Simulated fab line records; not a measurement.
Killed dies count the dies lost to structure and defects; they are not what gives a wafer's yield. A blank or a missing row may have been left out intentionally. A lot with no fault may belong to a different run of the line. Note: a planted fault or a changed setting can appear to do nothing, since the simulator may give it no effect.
fab line records	flow gf180mcu
record: lots: 13	wafers: 39	lastDay: 34
route steps=602 shown HV_LDD@208 SAB@264 V3@444
lots that met no fault: taken from a fault-free run of the same line
startH: the number of hours between the record's first day and the start of the first shown wafer of the lot	waitH: hours from the lot's prior step to this one	" repeats the value in the row above	L1.1+2: a single row standing in for several wafers	- value missing, or start not given	* or withheld: withheld	< > ~ a bound
route shown NAME@n: names a module that has steps shown in the file, with the first one's number in the route	usual: mean and standard deviation over wafers with no fault	same: alike in all rows	chamber/n: place in a boat	sites: readings site by site	_std_site: standard deviation of those values	_edge_site: outer sites' mean less inner sites'	radiusMm: how far each site lies from the wafer's centre	mask NAME#n: copy n	behind: the tool/chamber that last shaped the wafer	hold: cause of the lot's hold/its duration in hours/its outcome	device: the transistor (n, p or np) that didn't switch	end of line: the tests these same wafers got at the end of their route	step lacking rows: just its recipe	killed: dies that structure and defects cost at the first sort, which is not the same as the wafer's yield	map: per-die view of a wafer (x killed, . not killed, _ where there is no die)
set.NAME: the setting that was run; set.NAME@STEP: the one run at that earlier step	model.NAME: the simulator's own value behind a step, which no gauge read
route steps across a sampled set of lots; one table per step, one row per wafer
services: when a tool's chamber went out of use (startH, in hours from the record's first day, below 0 if earlier), for how many hours, and the reason
== steps ==
step: GF_HV_LDD_OVL_MEAS_32
usual: HV_LDD_02_OVL: 0.1/1.4
lot.wafer	tool	chamber	startH	waitH	HV_LDD_02_OVL[nm]
L944.4	overlay-02	-	251.44	0.1	2.2
L944.5	"	-	"	"	2.2
L944.6	"	-	"	"	1.0
L945.3	overlay-01	-	258.39	0.1	0.0
L945.5	"	-	"	"	-0.7
L945.6	"	-	"	"	-0.7
L946.1	overlay-01	-	269.28	0.1	0.4
L946.4	"	-	"	"	-0.4
L946.6	"	-	"	"	-0.7
L947.1	overlay-01	-	282.08	0.1	1.0
L947.2	"	-	"	"	-0.5
L947.4	"	-	"	"	2.6
L948.1	overlay-02	-	289.18	0.1	2.0
L948.4	"	-	"	"	1.9
L948.6	"	-	"	"	0.4
L950.2	overlay-02	-	300.83	0.1	0.5
L950.3	"	-	"	"	-0.5
L950.6	"	-	"	"	1.2
L951.2	overlay-01	-	308.23	0.1	-0.6
L951.4	"	-	"	"	-0.1
L951.6	"	-	"	"	0.8
L952.2	overlay-01	-	317.88	0.1	0.1
L952.3	"	-	"	"	0.0
L952.6	"	-	"	"	0.7
L960.1	overlay-02	-	383.70	0.1	-2.4
L960.2	"	-	"	"	-2.1
L960.5	"	-	"	"	-2.1
L961.2	overlay-01	-	384.95	0.1	-1.0
L961.5	"	-	"	"	2.6
L961.6	"	-	"	"	3.0
L962.3	overlay-02	-	394.86	0.1	0.0
L962.4	"	-	"	"	0.4
L962.6	"	-	"	"	-1.0
L964.2	overlay-02	-	414.98	0.1	0.9
L964.3	"	-	"	"	1.3
L964.4	"	-	"	"	0.7
L966.4	overlay-01	-	428.59	0.1	-0.7
L966.5	"	-	"	"	0.9
L966.6	"	-	"	"	1.2
step: GF_SAB_CVD_00
recipe: material: SiO2	targetThkNm: 50	precursor: TEOS	tempC: 400	timeS: 4.9302	rfW: 600
usual: heaterPowerW: 611/75	rfFwdPowerW: 586.2/2.4
lot.wafer	tool	chamber	startH	waitH	heaterPowerW	rfFwdPowerW	sinceWetCleanH
L944.4	pecvd-03	1	315.51	0.0	532	586.9	-
L944.5	"	2	"	"	591	588.4	-
L944.6	"	0	"	"	563	587.1	-
L945.3	pecvd-03	1	322.60	0.1	583	584.6	564
L945.5	"	0	"	"	510	585.4	-
L945.6	"	1	"	"	591	585.1	-
L946.1	pecvd-03	0	335.44	0.1	613	583.6	577
L946.4	"	0	"	"	627	584.5	-
L946.6	"	1	"	"	620	586.6	-
L947.1	pecvd-03	0	348.07	0.1	587	586.7	590
L947.2	"	1	"	"	516	584.0	590
L947.4	"	2	"	"	573	583.9	-
L948.1	pecvd-02	1	356.73	0.1	750	591.5	182
L948.4	"	0	"	"	613	587.5	-
L948.6	"	1	"	"	600	593.3	-
L950.2	pecvd-03	0	370.30	0.1	605	587.8	612
L950.3	"	1	"	"	556	586.1	612
L950.6	"	0	"	"	631	586.9	-
L951.2	pecvd-02	0	378.57	0.1	571	585.8	204
L951.4	"	1	"	"	658	591.9	-
L951.6	"	0	"	"	589	584.3	-
L952.2	pecvd-03	0	388.45	0.1	628	589.7	630
L952.3	"	1	"	"	557	582.0	630
L952.6	"	0	"	"	616	587.6	-
L960.1	pecvd-03	2	460.22	0.1	582	583.6	702
L960.2	"	1	"	"	611	584.7	702
L960.5	"	2	"	"	576	590.0	-
L961.2	pecvd-01	1	461.60	0.1	545	588.8	79
L961.5	"	1	"	"	573	585.2	-
L961.6	"	2	"	"	495	584.3	-
L962.3	pecvd-03	2	471.00	0.1	559	586.7	713
L962.4	"	2	"	"	555	589.5	-
L962.6	"	1	"	"	580	585.9	-
L964.2	pecvd-02	2	491.25	0.1	678	585.1	317
L964.3	"	1	"	"	699	588.8	317
L964.4	"	2	"	"	657	582.4	-
L966.4	pecvd-01	1	504.96	0.0	559	586.0	-
L966.5	"	2	"	"	605	585.9	-
L966.6	"	0	"	"	677	584.3	-
step: GF_SAB_THK_MEAS_01
recipe: reads: SiO2_of_SAB_CVD_00
usual: SAB_CVD_00_THK: 49.7/0.87
lot.wafer	tool	chamber	startH	waitH	SAB_CVD_00_THK[nm]
L944.4	filmMetro-04	-	315.55	0.0	50.3
L944.5	"	-	"	"	50.0
L944.6	"	-	"	"	49.5
L945.3	filmMetro-04	-	322.64	0.0	50.7
L945.5	"	-	"	"	49.9
L945.6	"	-	"	"	51.4
L946.1	filmMetro-03	-	335.46	0.0	48.7
L946.4	"	-	"	"	48.9
L946.6	"	-	"	"	50.5
L947.1	filmMetro-02	-	348.09	0.0	49.3
L947.2	"	-	"	"	50.5
L947.4	"	-	"	"	50.7
L948.1	filmMetro-04	-	356.74	0.0	48.2
L948.4	"	-	"	"	49.4
L948.6	"	-	"	"	48.7
L950.2	filmMetro-04	-	370.33	0.0	48.9
L950.3	"	-	"	"	50.2
L950.6	"	-	"	"	49.9
L951.2	filmMetro-04	-	378.63	0.1	48.2
L951.4	"	-	"	"	49.8
L951.6	"	-	"	"	49.3
L952.2	filmMetro-02	-	388.48	0.0	49.8
L952.3	"	-	"	"	50.9
L952.6	"	-	"	"	50.8
L960.1	filmMetro-02	-	460.24	0.0	49.1
L960.2	"	-	"	"	50.6
L960.5	"	-	"	"	46.6
L961.2	filmMetro-04	-	461.63	0.0	49.1
L961.5	"	-	"	"	49.5
L961.6	"	-	"	"	49.4
L962.3	filmMetro-04	-	471.04	0.0	46.6
L962.4	"	-	"	"	48.9
L962.6	"	-	"	"	52.1
L964.2	filmMetro-02	-	491.28	0.0	49.0
L964.3	"	-	"	"	49.5
L964.4	"	-	"	"	49.4
L966.4	filmMetro-04	-	504.99	0.0	50.5
L966.5	"	-	"	"	50.8
L966.6	"	-	"	"	50.5
step: GF_V3_OVL_MEAS_15
usual: V3_OVL: -2/5.1
lot.wafer	tool	chamber	startH	waitH	V3_OVL[nm]
L944.4	overlay-01	-	511.54	0.1	-6
L944.5	"	-	"	"	-5
L944.6	"	-	"	"	-12
L945.3	overlay-01	-	517.63	0.1	7
L945.5	"	-	"	"	2
L945.6	"	-	"	"	-5
L946.1	overlay-02	-	531.42	0.1	-1
L946.4	"	-	"	"	-6
L946.6	"	-	"	"	-11
L947.1	overlay-01	-	546.37	0.1	3
L947.2	"	-	"	"	-11
L947.4	"	-	"	"	-4
L948.1	overlay-02	-	553.68	0.1	4
L948.4	"	-	"	"	6
L948.6	"	-	"	"	4
L950.2	overlay-02	-	566.73	0.1	-8
L950.3	"	-	"	"	-13
L950.6	"	-	"	"	-5
L951.2	overlay-02	-	573.60	0.1	-1
L951.4	"	-	"	"	-3
L951.6	"	-	"	"	3
L952.2	overlay-02	-	584.53	0.1	-10
L952.3	"	-	"	"	-1
L952.6	"	-	"	"	-12
L960.1	overlay-01	-	646.59	0.1	-2
L960.2	"	-	"	"	3
L960.5	"	-	"	"	7
L961.2	overlay-02	-	646.95	0.1	-12
L961.5	"	-	"	"	-4
L961.6	"	-	"	"	-9
L962.3	overlay-02	-	655.49	0.1	5
L962.4	"	-	"	"	-7
L962.6	"	-	"	"	-5
L964.2	overlay-01	-	673.25	0.1	-2
L964.3	"	-	"	"	4
L964.4	"	-	"	"	-3
L966.4	overlay-01	-	683.11	0.1	-4
L966.5	"	-	"	"	-3
L966.6	"	-	"	"	-3
step: GF_V3_ETCH_16
recipe: chemistry: N2/H2	targetDepthA: withheld	overetchA: withheld	timeS: withheld	target: BARC	ionEnergyEv: 200	sourceW: 500	biasW: 100	pressureMtorr: 30	n2FlowSccm: 100	h2FlowSccm: 200
usual: drypumpMotorCurrentA: 5.9/0.49	oesProductAu: 0.855/0.0045	rfFwdPowerW: 494.8/2	throttleValvePct: 13.226/0.0094
lot.wafer	tool	chamber	startH	waitH	drypumpMotorCurrentA	oesProductAu	rfFwdPowerW	throttleValvePct
L944.4	rieDiel-04	1	511.56	0.0	5.7	0.852	496.8	13.224
L944.5	"	0	"	"	6.1	0.856	496.6	13.228
L944.6	"	3	"	"	5.4	0.858	489.1	13.250
L945.3	rieDiel-04	3	517.66	0.0	5.4	0.852	490.4	13.227
L945.5	"	3	"	"	5.4	0.860	492.2	13.222
L945.6	"	2	"	"	5.5	0.860	497.7	13.224
L946.1	rieDiel-03	1	531.46	0.0	6.4	0.848	494.2	13.231
L946.4	"	3	"	"	6.1	0.857	494.6	13.243
L946.6	"	0	"	"	5.4	0.852	495.4	13.242
L947.1	rieDiel-03	0	546.41	0.0	5.3	0.855	496.6	13.235
L947.2	"	3	"	"	6.1	0.858	497.9	13.221
L947.4	"	2	"	"	5.9	0.857	493.4	13.219
L948.1	rieDiel-04	3	553.71	0.0	5.4	0.847	494.1	13.220
L948.4	"	2	"	"	5.5	0.852	496.9	13.217
L948.6	"	2	"	"	5.5	0.861	494.2	13.219
L950.2	rieDiel-03	3	566.76	0.0	6.1	0.853	493.7	13.234
L950.3	"	1	"	"	6.3	0.842	493.2	13.210
L950.6	"	1	"	"	6.4	0.855	495.2	13.219
L951.2	rieDiel-01	2	573.63	0.0	6.6	0.858	494.0	13.242
L951.4	"	3	"	"	4.9	0.851	494.4	13.230
L951.6	"	3	"	"	4.9	0.859	492.4	13.228
L952.2	rieDiel-01	2	584.56	0.0	6.5	0.857	496.6	13.219
L952.3	"	1	"	"	6.3	0.859	495.1	13.216
L952.6	"	1	"	"	6.3	0.862	493.0	13.219
L960.1	rieDiel-03	1	646.63	0.0	6.4	0.858	494.5	13.227
L960.2	"	2	"	"	5.9	0.863	495.9	13.220
L960.5	"	3	"	"	6.1	0.855	494.4	13.212
L961.2	rieDiel-01	3	646.98	0.0	5.0	0.856	492.1	13.234
L961.5	"	0	"	"	5.9	0.857	493.8	13.225
L961.6	"	1	"	"	6.3	0.860	492.6	13.224
L962.3	rieDiel-01	2	655.51	0.0	6.6	0.855	494.4	13.238
L962.4	"	3	"	"	5.0	0.855	493.3	13.209
L962.6	"	2	"	"	6.6	0.856	494.0	13.234
L964.2	rieDiel-03	3	673.28	0.0	6.1	0.860	496.3	13.218
L964.3	"	1	"	"	6.4	0.856	494.6	13.220
L964.4	"	2	"	"	5.9	0.849	489.7	13.228
L966.4	rieDiel-01	2	683.13	0.0	6.6	0.853	494.3	13.237
L966.5	"	3	"	"	4.9	0.859	493.8	13.237
L966.6	"	2	"	"	6.6	0.857	498.2	13.227
== services ==
tool	chamber	startH	hours	kind
rieDiel-01	3	291.64	9.8	repair
rieDiel-01	1	293.97	13.6	repair
rieDiel-04	2	320.31	11.8	repair
rieDiel-01	-	343.09	0.9	repair
rieDiel-04	-	349.27	2.8	pm
pecvd-03	-	373.00	2.8	pm
rieDiel-03	-	401.81	1.2	repair
rieDiel-04	2	422.11	4.2	repair
pecvd-03	-	426.51	1.8	repair
rieDiel-04	3	429.56	4.3	repair
rieDiel-03	-	443.33	0.9	repair
rieDiel-03	1	463.27	8.2	repair
pecvd-02	-	468.59	2.8	pm
pecvd-02	1	484.67	6.2	repair
pecvd-03	0	531.05	4.0	repair
pecvd-03	-	565.90	2.7	repair
rieDiel-04	-	572.93	14.6	pm
rieDiel-01	0	582.66	35.5	repair
rieDiel-03	-	588.79	14.6	pm
pecvd-03	-	591.12	14.0	pm
rieDiel-04	-	594.50	0.4	repair
rieDiel-04	2	606.06	4.3	repair
pecvd-03	2	607.51	5.6	repair
pecvd-03	-	626.66	1.7	repair
== key ==
firstSign: step: GF_SAB_THK_MEAS_01	reading: SAB_CVD_00_THK	direction: down	sigmas: 3.5	usual: 49.7	struck: 46.6
effect none on later readings
metAt GF_SAB_CVD_00
struckLots L960,L962
struckWafers L960.5,L962.3
testerLeftOut L960,L962
notActingAt GF_HV_LDD_OVL_MEAS_32,GF_V3_OVL_MEAS_15,GF_V3_ETCH_16
onsetBetween 388.45 460.22
fault: kind: processParameterDrift	tool: pecvd-03	chamber: -	onsetH: 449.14	steps: GF_SAB_CVD_00	channel: targetThkNm	offset: -3.1397	shape: step	endH: 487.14	scope: struckWafersOnly	actsIn: theseRecipesOnly	stated: 50
testerLeftOut: of these lots the tester's yield and bins aren't shown, on N5 and GAA mostly nor the transistor test; their killed dies are dies lost to structure and defects alone, not to doping, threshold or leakage, so they don't give the yield
